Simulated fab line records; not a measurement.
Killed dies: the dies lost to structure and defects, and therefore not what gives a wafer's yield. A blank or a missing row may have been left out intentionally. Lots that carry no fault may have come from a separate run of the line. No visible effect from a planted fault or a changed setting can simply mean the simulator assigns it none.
One fault through the eyes of 2 desks -- flow gf180mcu -- what lay behind the numbers comes last; until then each desk has only its own

THE TOOL OWNER'S DESK: pvd-sputter-04
The tool's own readings at GF_V5_SPUTTER_21 (material Ti, target thk 15 nm, time 80.02 s): means of the sampled wafers that have a number, for each lot that ran on this tool. The brackets show how far a lot's mean lies from the usual mean; more than 4 standard deviations puts the lot out of limits, marked OUT.
Columns: A = throttle-valve-pct at GF_V5_SPUTTER_21, usual 29.8 %
lot,first seen here,A
L373,day 27 09:55,30.2
L376,day 28 13:10,28.9
L378,day 29 01:28,29.1
L380,day 29 21:36,29.4
Finding of this desk: none of the 4 lots has anything out of limits.

FROM THE METROLOGY DESK
What the gauges read, lot by lot, whatever tool the lot ran on: means of the sampled wafers that have a number. The brackets show how far a lot's mean lies from the usual mean; more than 4 standard deviations puts the lot out of limits, marked OUT.
Columns: A = cd-nm at GF_V5_CD_MEAS_14, usual 260.0 nm; B = V5_OVL at GF_V5_OVL_MEAS_15, usual -1 nm
lot,first seen here,A,B
L373,day 27 09:04,261.4,1
L374,day 27 18:44,259.0,-2
L376,day 28 12:23,259.9,-3
L378,day 29 00:40,260.1,-4
L380,day 29 20:41,259.9,6
L390,day 32 06:31,262.1,-6
L391,day 32 13:25,262.0,-3
Finding of this desk: none of the 7 lots has anything out of limits.

BROUGHT TOGETHER
Nothing out of limits was seen by the tool owner's desk.
At the metrology desk, nothing out of limits was observed.

WHAT HAD BEEN PUT IN BY THE SIMULATOR
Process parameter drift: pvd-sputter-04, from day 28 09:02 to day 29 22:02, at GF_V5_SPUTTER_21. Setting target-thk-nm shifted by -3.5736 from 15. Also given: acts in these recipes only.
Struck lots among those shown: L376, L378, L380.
